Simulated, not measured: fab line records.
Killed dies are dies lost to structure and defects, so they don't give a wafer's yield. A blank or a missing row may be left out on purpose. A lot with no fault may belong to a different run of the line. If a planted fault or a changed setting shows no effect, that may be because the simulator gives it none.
fab line records	flow sky130	part 1 of 2: steps 1 to 29 of 41
record: lots: 5	wafers: 15	last-day: 50
route steps=708 shown METAL4@635 VIA4@639 METAL5@661
lots with no fault: from the same line, run without faults
start-h: hours from the record's first day to the start of the lot's first wafer shown	wait-h: time in hours since the lot's previous step	" unchanged from the row above	L1.1+2: a single row standing in for several wafers	- no value present, or no start provided	* or withheld: withheld	< > ~ a bound
route shown NAME@n: a module of which the file shows steps, and the number in the route of the first	usual: mean and standard deviation over wafers with no fault	same: alike in all rows	chamber/n: place in a boat	sites: the reading at each site	_std_site: the standard deviation of these	_edge_site: the outer-site mean with the inner-site mean subtracted	radius-mm: for every site, how far away it sits from the centre of the wafer	mask NAME#n: copy n	behind: the tool/chamber that last shaped the wafer	hold: reason for holding the lot/hours on hold/outcome of the hold	device: whichever transistor did not switch (one of n, p or np)	end of line: the same wafers' tests at the end of the route	where a step has no rows: the recipe by itself	killed: at the first sort, the dies lost to defects and structure; wafer yield is something else	map: per-die view of a wafer (x killed, . not killed, _ where there is no die)
set.NAME: setting as actually run; set.NAME@STEP: the setting as run at that earlier step	model.NAME: the simulator's own value behind a step, which no gauge read
certain route steps with their lots: each step a table, each wafer a row
services: when a tool's chamber went out of use (start-h, in hours from the record's first day, below 0 if earlier), for how many hours, and the reason
== steps ==
step: SKY_METAL4_STRIP_19
recipe: chemistry: O2/N2	power-w: 1400	pressure-mtorr: 1500	platen-temp-c: withheld	o2-flow-sccm: 3000	n2-flow-sccm: 300	overash-fraction: 0.5
usual: drypump-motor-current-A: 5.5/0.33	oes-product-au: 0.504/0.006	strip-time-to-endpoint-s: 6.59/0.079
lot.wafer	tool	chamber	start-h	wait-h	drypump-motor-current-A	oes-product-au	rf-hours-counter-h	strip-time-to-endpoint-s
L075.1	plasma-asher-02	1	986.30	0.1	5.3	0.497	55	6.46
L075.2	"	0	"	"	6.0	0.510	55	6.59
L075.5	"	1	"	"	5.3	0.515	-	6.65
L077.1	plasma-asher-01	1	1011.43	0.1	4.9	0.498	118	6.54
L077.3	"	0	"	"	5.4	0.511	-	6.57
L077.6	"	0	"	"	5.4	0.499	-	6.53
L081.1	plasma-asher-02	1	1037.19	0.2	5.3	0.505	61	6.55
L081.3	"	0	"	"	6.0	0.500	-	6.52
L081.5	"	0	"	"	6.0	0.509	-	6.53
L085.1	plasma-asher-03	0	1057.18	0.1	5.6	0.505	92	6.60
L085.4	"	1	"	"	5.7	0.501	-	6.56
L085.5	"	1	"	"	5.7	0.501	-	6.58
L094.1	plasma-asher-01	0	1111.74	0.3	5.5	0.505	4	6.61
L094.3	"	1	"	"	4.8	0.510	-	6.61
L094.4	"	0	"	"	5.4	0.505	-	6.61
step: SKY_METAL4_STRIP_20
recipe: chemistry: post-etch-residue-remover	time-s: 1200	temp-c: 72.5
lot.wafer	tool	chamber	start-h	wait-h
L075.1+2+5	wet-bench-03	0	986.40	0.1
L077.1+3+6	wet-bench-01	1	1011.53	0.1
L081.1+3+5	wet-bench-01	3	1037.29	0.1
L085.1+4+5	wet-bench-03	2	1057.28	0.1
L094.1+3+4	wet-bench-01	3	1111.84	0.1
step: SKY_METAL4_CLEAN_21
recipe: chemistry: IPA	time-s: 180	temp-c: 25
lot.wafer	tool	chamber	start-h	wait-h
L075.1+2+5	wet-bench-02	2	986.74	0.0
L077.1+3+6	wet-bench-03	2	1011.88	0.0
L081.1+3+5	wet-bench-03	3	1037.63	0.0
L085.1+4+5	wet-bench-03	1	1057.66	0.0
L094.1+3+4	wet-bench-03	3	1112.18	0.0
step: SKY_METAL4_CLEAN_22
recipe: chemistry: O3/DIW	dry: n2-spin
lot.wafer	tool	chamber	start-h	wait-h
L075.1+2+5	wet-bench-03	0	986.80	0.0
L077.1+3+6	wet-bench-01	0	1011.93	0.0
L081.1+3+5	wet-bench-01	2	1037.69	0.0
L085.1+4+5	wet-bench-01	2	1057.72	0.0
L094.1+3+4	wet-bench-01	1	1112.24	0.0
step: SKY_VIA4_HDPCVD_00
recipe: material: SiO2	target-thk-nm: 1750	sigma-open-frac: 0.3	time-s: 291.7	temp-c: 400	sih4-flow-sccm: 60	pressure-mtorr: 6
usual: sih4-flow-sccm: 60.00/0.17	susceptor-temp-C: 400.01/0.24
lot.wafer	tool	chamber	start-h	wait-h	sih4-flow-sccm	susceptor-temp-C
L075.1	hdpcvd-02	1	986.89	0.0	60.00	400.30
L075.2	"	0	"	"	60.17	399.80
L075.5	"	2	"	"	60.08	399.96
L077.1	hdpcvd-02	1	1012.03	0.0	60.02	399.96
L077.3	"	2	"	"	59.87	400.33
L077.6	"	0	"	"	60.26	399.68
L081.1	hdpcvd-01	1	1037.78	0.0	60.13	399.75
L081.3	"	0	"	"	59.93	400.13
L081.5	"	1	"	"	60.07	399.54
L085.1	hdpcvd-01	1	1057.81	0.0	59.77	400.25
L085.4	"	0	"	"	59.72	400.24
L085.5	"	0	"	"	59.80	400.31
L094.1	hdpcvd-01	2	1112.33	0.0	59.96	399.89
L094.3	"	1	"	"	60.02	400.57
L094.4	"	1	"	"	59.98	400.46
step: SKY_VIA4_THK_MEAS_01
recipe: reads: SiO2_of_VIA4_HDPCVD_00
usual: VIA4_HDPCVD_THK: 1739/18
lot.wafer	tool	chamber	start-h	wait-h	VIA4_HDPCVD_THK[nm]
L075.1	film-metro-03	-	987.07	0.1	1724
L075.2	"	-	"	"	1731
L075.5	"	-	"	"	1732
L077.1	film-metro-02	-	1012.20	0.1	1725
L077.3	"	-	"	"	1728
L077.6	"	-	"	"	1718
L081.1	film-metro-04	-	1037.96	0.1	1747
L081.3	"	-	"	"	1723
L081.5	"	-	"	"	1741
L085.1	film-metro-03	-	1058.08	0.2	1724
L085.4	"	-	"	"	1711
L085.5	"	-	"	"	1724
L094.1	film-metro-04	-	1112.51	0.1	1753
L094.3	"	-	"	"	1755
L094.4	"	-	"	"	1751
step: SKY_VIA4_CMP_02
recipe: material: SiO2	down-force-psi: 4	platen-rpm: 60	pad-velocity-m-s: 0.94248
usual: motor-current-A: 11.6/1.1
lot.wafer	tool	chamber	start-h	wait-h	motor-current-A
L075.2	cmp-02	0	987.13	0.0	12.3
L075.1	"	3	"	"	12.1
L075.5	"	0	"	"	11.8
L077.3	cmp-02	1	1012.26	0.0	11.5
L077.1	"	0	"	"	11.9
L077.6	"	1	"	"	11.5
L081.1	cmp-01	1	1038.02	0.1	9.9
L081.3	"	0	"	"	9.5
L081.5	"	1	"	"	9.9
L085.1	cmp-01	2	1058.19	0.1	12.2
L085.4	"	0	"	"	9.9
L085.5	"	1	"	"	10.2
L094.3	cmp-02	2	1112.69	0.1	12.0
L094.1	"	3	"	"	12.5
L094.4	"	0	"	"	11.8
step: SKY_VIA4_BOW_MEAS_03
recipe: mode: bow
usual: VIA4_BOW: 81/7.8
lot.wafer	tool	chamber	start-h	wait-h	VIA4_BOW[um]
L075.1	film-metro-03	-	987.43	0.1	83
L075.2	"	-	"	"	93
L075.5	"	-	"	"	87
L077.1	film-metro-02	-	1012.56	0.1	71
L077.3	"	-	"	"	72
L077.6	"	-	"	"	84
L081.1	film-metro-03	-	1038.32	0.2	84
L081.3	"	-	"	"	83
L081.5	"	-	"	"	77
L085.1	film-metro-04	-	1058.44	0.2	71
L085.4	"	-	"	"	71
L085.5	"	-	"	"	69
L094.1	film-metro-02	-	1112.99	0.2	86
L094.3	"	-	"	"	73
L094.4	"	-	"	"	82
step: SKY_VIA4_DEHYDRATE_04
recipe: temp-c: 200	time-s: 60
lot.wafer	tool	chamber	start-h	wait-h
L075.1+2+5	litho-track-04	0	998.27	10.8
L077.1+3+6	litho-track-03	0	1022.90	10.3
L081.1+3+5	litho-track-01	0	1048.88	10.5
L085.1+4+5	litho-track-03	0	1068.30	9.8
L094.1+3+4	litho-track-04	0	1121.87	8.9
step: SKY_VIA4_HMDS_05
recipe: prime-time-s: 60	prime-temp-c: 120
lot.wafer	tool	chamber	start-h	wait-h
L075.1+2+5	litho-track-04	0	998.42	0.1
L077.1+3+6	litho-track-03	0	1023.05	0.1
L081.1+3+5	litho-track-01	0	1049.03	0.1
L085.1+4+5	litho-track-03	0	1068.45	0.1
L094.1+3+4	litho-track-04	0	1122.02	0.1
step: SKY_VIA4_COAT_06
recipe: resist: NOVOLAK	spin-rpm: 3000	resist-thk-nm: 1140
lot.wafer	tool	chamber	start-h	wait-h
L075.1+2+5	litho-track-04	0	998.57	0.1
L077.1+3+6	litho-track-03	0	1023.20	0.1
L081.1+3+5	litho-track-01	0	1049.18	0.1
L085.1+4+5	litho-track-03	0	1068.60	0.1
L094.1+3+4	litho-track-04	0	1122.17	0.1
step: SKY_VIA4_SOFTBAKE_07
recipe: temp-c: 90	time-s: 60	resist: NOVOLAK
lot.wafer	tool	chamber	start-h	wait-h
L075.1+2+5	litho-track-04	0	998.72	0.1
L077.1+3+6	litho-track-03	0	1023.35	0.1
L081.1+3+5	litho-track-01	0	1049.33	0.1
L085.1+4+5	litho-track-03	0	1068.75	0.1
L094.1+3+4	litho-track-04	0	1122.32	0.1
step: SKY_VIA4_EXPOSE_08
recipe: mask-id: VIM4	na: 0.6	source-shape: conventional	sigma-outer: 0.6	polarization: unpolarized	target-cd-nm: 800	dose-mj: 132
usual: exposure-dose-mJ-cm2: 132.01/0.12	focus-offset-nm: -0.1/0.53
same: na: 0.6
lot.wafer	tool	chamber	start-h	wait-h	mask	exposure-dose-mJ-cm2	focus-offset-nm
L075.1	iline-stepper-01	0	-	-	VIM4#0	131.93	-0.9
L075.2	"	0	"	"	VIM4#0	131.83	-0.3
L075.5	"	0	"	"	VIM4#0	131.86	-0.3
L077.1	iline-stepper-02	0	-	-	VIM4#0	131.89	-1.0
L077.3	"	0	"	"	VIM4#0	131.91	0.5
L077.6	"	0	"	"	VIM4#0	132.05	0.0
L081.1	iline-stepper-02	0	-	-	VIM4#0	132.00	0.6
L081.3	"	0	"	"	VIM4#0	132.18	1.2
L081.5	"	0	"	"	VIM4#0	132.13	0.2
L085.1	iline-stepper-02	0	-	-	VIM4#0	132.02	-0.6
L085.4	"	0	"	"	VIM4#0	131.93	-0.4
L085.5	"	0	"	"	VIM4#0	132.03	-0.1
L094.1	iline-stepper-01	0	-	-	VIM4#0	131.95	0.0
L094.3	"	0	"	"	VIM4#0	131.96	0.0
L094.4	"	0	"	"	VIM4#0	132.00	0.2
step: SKY_VIA4_PEB_09
recipe: temp-c: withheld	time-s: *	resist: NOVOLAK
lot.wafer	tool	chamber	start-h	wait-h
L075.1+2+5	litho-track-04	0	-	-
L077.1+3+6	litho-track-03	0	-	-
L081.1+3+5	litho-track-04	0	-	-
L085.1+4+5	litho-track-01	0	-	-
L094.1+3+4	litho-track-01	0	-	-
step: SKY_VIA4_DEVELOP_10
recipe: resist: NOVOLAK	developer: TMAH	develop-time-s: 60	dev-temp-c: 23
lot.wafer	tool	chamber	start-h	wait-h
L075.1+2+5	litho-track-04	0	1010.62	0.1
L077.1+3+6	litho-track-03	0	1035.15	0.1
L081.1+3+5	litho-track-04	0	1060.27	0.1
L085.1+4+5	litho-track-01	0	1078.88	0.1
L094.1+3+4	litho-track-01	0	1132.13	0.1
step: SKY_VIA4_OVL_MEAS_11
usual: VIA4_OVL: 1.4/1.4
lot.wafer	tool	chamber	start-h	wait-h	VIA4_OVL[nm]
L075.1	overlay-01	-	1010.77	0.1	-1.2
L075.2	"	-	"	"	-0.9
L075.5	"	-	"	"	0.6
L077.1	overlay-01	-	1035.30	0.1	-1.1
L077.3	"	-	"	"	0.3
L077.6	"	-	"	"	0.5
L081.1	overlay-02	-	1060.42	0.1	1.1
L081.3	"	-	"	"	0.5
L081.5	"	-	"	"	2.0
L085.1	overlay-01	-	1079.03	0.1	2.3
L085.4	"	-	"	"	1.7
L085.5	"	-	"	"	2.2
L094.1	overlay-02	-	1132.28	0.1	1.0
L094.3	"	-	"	"	3.8
L094.4	"	-	"	"	2.9
step: SKY_VIA4_ETCH_12
recipe: target: SiO2	chemistry: C4F8/O2/Ar	stop-on: TiN	mask-material: NOVOLAK	source-w: 1500	bias-w: 1200	pressure-mtorr: 40	c4f8-flow-sccm: withheld	O2_flow_sccm: 6	Ar_flow_sccm: 300	time-s: withheld	target-depth-a: 5800
usual: oes-product-au: 0.925/0.0046
lot.wafer	tool	chamber	start-h	wait-h	oes-product-au
L075.1	rie-diel-04	1	1010.80	0.0	0.925
L075.2	"	3	"	"	0.920
L075.5	"	2	"	"	0.923
L077.1	rie-diel-03	0	1035.34	0.0	0.923
L077.3	"	3	"	"	0.914
L077.6	"	3	"	"	0.924
L081.1	rie-diel-01	1	1060.45	0.0	0.933
L081.3	"	0	"	"	0.931
L081.5	"	2	"	"	0.921
L085.1	rie-diel-01	0	1079.07	0.0	0.934
L085.4	"	2	"	"	0.924
L085.5	"	0	"	"	0.920
L094.1	rie-diel-01	3	1132.32	0.0	0.916
L094.3	"	1	"	"	0.916
L094.4	"	2	"	"	0.927
step: SKY_VIA4_STRIP_13
recipe: chemistry: O2/N2	power-w: 1400	pressure-mtorr: 1500	platen-temp-c: withheld	o2-flow-sccm: 3000	n2-flow-sccm: 300	overash-fraction: 0.5
usual: drypump-motor-current-A: 5.4/0.31	oes-product-au: 0.709/0.0044	strip-time-to-endpoint-s: 12.806/0.029
lot.wafer	tool	chamber	start-h	wait-h	drypump-motor-current-A	oes-product-au	rf-hours-counter-h	strip-time-to-endpoint-s
L075.1	plasma-asher-04	0	1010.87	-	5.1	0.713	27	12.833
L075.2	"	1	"	"	5.4	0.705	27	12.846
L075.5	"	1	"	"	5.4	0.725	-	12.823
L077.1	plasma-asher-04	1	1035.41	-	5.4	0.713	30	12.783
L077.3	"	0	"	"	5.1	0.704	-	12.801
L077.6	"	1	"	"	5.3	0.711	-	12.835
L081.1	plasma-asher-03	1	1060.52	-	5.7	0.710	93	12.778
L081.3	"	1	"	"	5.7	0.712	-	12.788
L081.5	"	0	"	"	5.6	0.707	-	12.822
L085.1	plasma-asher-03	1	1079.14	-	5.7	0.711	95	12.820
L085.4	"	1	"	"	5.7	0.710	-	12.826
L085.5	"	1	"	"	5.7	0.710	-	12.856
L094.1	plasma-asher-03	1	1132.39	-	5.7	0.707	100	12.774
L094.3	"	0	"	"	5.6	0.712	-	12.825
L094.4	"	1	"	"	5.7	0.711	-	12.806
step: SKY_VIA4_STRIP_14
recipe: chemistry: post-etch-residue-remover	time-s: 1200	temp-c: 72.5
lot.wafer	tool	chamber	start-h	wait-h
L075.1+2+5	wet-bench-04	1	1010.97	0.1
L077.1+3+6	wet-bench-03	0	1035.51	0.1
L081.1+3+5	wet-bench-03	3	1060.62	0.1
L085.1+4+5	wet-bench-04	0	1079.24	0.1
L094.1+3+4	wet-bench-01	2	1132.49	0.1
step: SKY_VIA4_CLEAN_15
recipe: chemistry: IPA	time-s: 180	temp-c: 25
lot.wafer	tool	chamber	start-h	wait-h
L075.1+2+5	wet-bench-01	2	1011.32	0.0
L077.1+3+6	wet-bench-04	3	1035.85	0.0
L081.1+3+5	wet-bench-01	1	1060.97	0.0
L085.1+4+5	wet-bench-04	2	1079.58	0.0
L094.1+3+4	wet-bench-01	1	1132.86	0.0
step: SKY_VIA4_CLEAN_16
recipe: chemistry: O3/DIW	dry: n2-spin
lot.wafer	tool	chamber	start-h	wait-h
L075.1+2+5	wet-bench-03	0	1011.37	0.0
L077.1+3+6	wet-bench-01	0	1035.91	0.0
L081.1+3+5	wet-bench-03	0	1061.02	0.0
L085.1+4+5	wet-bench-04	3	1079.64	0.0
L094.1+3+4	wet-bench-01	3	1132.93	0.0
step: SKY_VIA4_SPUTTER_17
recipe: material: TiN	target-thk-nm: 20	chamber-pressure-pa: 5	power-w: 4000	time-s: 80
usual: throttle-valve-pct: 30.3/1.1
lot.wafer	tool	chamber	start-h	wait-h	throttle-valve-pct
L075.1	pvd-sputter-04	-	1011.47	0.0	30.9
L075.2	"	-	"	"	31.5
L075.5	"	-	"	"	29.7
L077.1	pvd-sputter-01	-	1036.00	0.0	30.7
L077.3	"	-	"	"	31.0
L077.6	"	-	"	"	30.6
L081.1	pvd-sputter-01	-	1061.12	0.0	30.7
L081.3	"	-	"	"	31.1
L081.5	"	-	"	"	30.7
L085.1	pvd-sputter-03	-	1079.73	0.0	29.3
L085.4	"	-	"	"	29.1
L085.5	"	-	"	"	29.5
L094.1	pvd-sputter-04	-	1133.03	0.0	31.4
L094.3	"	-	"	"	30.3
L094.4	"	-	"	"	29.9
step: SKY_VIA4_CVD_18
recipe: material: W	target-thk-nm: 505	time-s: 152.14	temp-c: 400	pressure-torr: 40
usual: heater-power-w: 887/78	susceptor-temp-C: 400.01/0.23
lot.wafer	tool	chamber	start-h	wait-h	heater-power-w	susceptor-temp-C
L075.1	cvd-w-02	1	1011.53	0.0	845	400.22
L075.2	"	0	"	"	973	400.20
L075.5	"	0	"	"	948	400.09
L077.1	cvd-w-02	0	1036.06	0.0	982	399.66
L077.3	"	0	"	"	950	400.07
L077.6	"	1	"	"	864	400.00
L081.1	cvd-w-01	1	1061.18	0.0	942	399.96
L081.3	"	0	"	"	783	399.91
L081.5	"	0	"	"	797	399.89
L085.1	cvd-w-01	0	1079.79	0.0	787	399.97
L085.4	"	0	"	"	795	399.66
L085.5	"	1	"	"	985	400.42
L094.1	cvd-w-01	0	1133.09	0.0	762	400.02
L094.3	"	1	"	"	982	399.91
L094.4	"	0	"	"	802	400.00
step: SKY_VIA4_RS_MEAS_19
recipe: thk-meas-gauge: four-point-probe	reads: W_of_VIA4_CVD_18+TiN_of_VIA4_SPUTTER_17
usual: VIA4_W_RS: 0.226/0.0034
lot.wafer	tool	chamber	start-h	wait-h	VIA4_W_RS[ohm/sq]
L075.1	film-metro-04	-	1011.68	0.1	0.228
L075.2	"	-	"	"	0.228
L075.5	"	-	"	"	0.229
L077.1	film-metro-02	-	1036.22	0.1	0.226
L077.3	"	-	"	"	0.224
L077.6	"	-	"	"	0.229
L081.1	film-metro-03	-	1061.33	0.1	0.222
L081.3	"	-	"	"	0.227
L081.5	"	-	"	"	0.227
L085.1	film-metro-02	-	1079.94	0.1	0.229
L085.4	"	-	"	"	0.230
L085.5	"	-	"	"	0.226
L094.1	film-metro-03	-	1133.24	0.1	0.227
L094.3	"	-	"	"	0.222
L094.4	"	-	"	"	0.226
step: SKY_VIA4_THK_MEAS_20
recipe: thk-meas-gauge: xrf	reads: W_of_VIA4_CVD_18
usual: VIA4_W_THK: 512/7.6
lot.wafer	tool	chamber	start-h	wait-h	VIA4_W_THK[nm]
L075.1	film-metro-04	-	1011.80	0.1	508
L075.2	"	-	"	"	507
L075.5	"	-	"	"	506
L077.1	film-metro-02	-	1036.34	0.1	516
L077.3	"	-	"	"	517
L077.6	"	-	"	"	507
L081.1	film-metro-03	-	1061.45	0.1	520
L081.3	"	-	"	"	507
L081.5	"	-	"	"	508
L085.1	film-metro-02	-	1080.06	0.1	511
L085.4	"	-	"	"	507
L085.5	"	-	"	"	518
L094.1	film-metro-03	-	1133.36	0.1	508
L094.3	"	-	"	"	524
L094.4	"	-	"	"	516
step: SKY_VIA4_CMP_21
recipe: stop-on: SiO2	t-overpolish-s: 25	down-force-psi: 3.5	platen-rpm: 60	target-thk-nm: 0	pad-velocity-m-s: 0.94248
usual: motor-current-A: 10.8/0.89	overpolish-run-s: 24.999/0.0092	time-to-endpoint-s: 121/3.6
lot.wafer	tool	chamber	start-h	wait-h	motor-current-A	overpolish-run-s	time-to-endpoint-s
L075.1	cmp-01	0	1011.86	0.1	8.9	24.995	123
L075.2	"	3	"	"	10.9	24.990	117
L075.5	"	1	"	"	9.6	24.984	120
L077.1	cmp-01	2	1036.40	0.1	11.6	24.988	122
L077.3	"	0	"	"	8.8	25.001	121
L077.6	"	2	"	"	11.7	24.999	119
L081.1	cmp-02	2	1061.51	0.1	11.1	24.987	123
L081.3	"	1	"	"	10.8	25.010	121
L081.5	"	2	"	"	11.5	24.986	120
L085.1	cmp-02	1	1080.12	0.1	10.5	24.999	123
L085.4	"	0	"	"	11.2	24.986	127
L085.5	"	2	"	"	11.5	25.002	128
L094.3	cmp-02	2	1133.47	0.1	10.7	24.993	119
L094.4	"	3	"	"	10.4	24.986	116
L094.1	"	0	"	"	11.0	24.990	116
step: SKY_METAL5_SPUTTER_00
recipe: material: Ti	target-thk-nm: 15	power-w: 3000	time-s: 10	chamber-pressure-pa: 0.4
usual: throttle-valve-pct: 30.4/0.85
lot.wafer	tool	chamber	start-h	wait-h	throttle-valve-pct
L075.1	pvd-sputter-02	-	1012.16	0.2	31.1
L075.2	"	-	"	"	30.8
L075.5	"	-	"	"	30.5
L077.1	pvd-sputter-02	-	1036.70	0.2	30.8
L077.3	"	-	"	"	30.5
L077.6	"	-	"	"	30.2
L081.1	pvd-sputter-02	-	1061.81	0.2	30.8
L081.3	"	-	"	"	30.3
L081.5	"	-	"	"	30.6
L085.1	pvd-sputter-02	-	1080.42	0.2	29.5
L085.4	"	-	"	"	30.4
L085.5	"	-	"	"	29.6
L094.1	pvd-sputter-04	-	1133.72	0.1	31.6
L094.3	"	-	"	"	29.8
L094.4	"	-	"	"	30.2
step: SKY_METAL5_SPUTTER_01
recipe: material: TiN	target-thk-nm: 20	power-w: 6500	time-s: 16.7	chamber-pressure-pa: 0.4
usual: throttle-valve-pct: 30.4/0.86
lot.wafer	tool	chamber	start-h	wait-h	throttle-valve-pct
L075.1	pvd-sputter-02	-	1012.18	0.0	30.9
L075.2	"	-	"	"	31.0
L075.5	"	-	"	"	30.2
L077.1	pvd-sputter-02	-	1036.72	0.0	30.8
L077.3	"	-	"	"	30.5
L077.6	"	-	"	"	30.6
L081.1	pvd-sputter-02	-	1061.83	0.0	30.6
L081.3	"	-	"	"	30.4
L081.5	"	-	"	"	30.7
L085.1	pvd-sputter-02	-	1080.45	0.0	29.4
L085.4	"	-	"	"	30.3
L085.5	"	-	"	"	29.4
L094.1	pvd-sputter-04	-	1133.74	0.0	31.7
L094.3	"	-	"	"	29.5
L094.4	"	-	"	"	30.4
step: SKY_METAL5_SPUTTER_02
recipe: material: AlCu	target-thk-nm: 1150	power-w: 10600	time-s: 61.2	chamber-pressure-pa: 0.4
usual: throttle-valve-pct: 30.4/0.86
lot.wafer	tool	chamber	start-h	wait-h	throttle-valve-pct
L075.1	pvd-sputter-02	-	1012.21	0.0	31.2
L075.2	"	-	"	"	30.7
L075.5	"	-	"	"	30.3
L077.1	pvd-sputter-02	-	1036.74	0.0	31.1
L077.3	"	-	"	"	30.5
L077.6	"	-	"	"	30.6
L081.1	pvd-sputter-02	-	1061.86	0.0	31.0
L081.3	"	-	"	"	30.4
L081.5	"	-	"	"	30.6
L085.1	pvd-sputter-02	-	1080.47	0.0	29.6
L085.4	"	-	"	"	30.3
L085.5	"	-	"	"	29.6
L094.1	pvd-sputter-04	-	1133.77	0.0	31.6
L094.3	"	-	"	"	29.9
L094.4	"	-	"	"	30.3
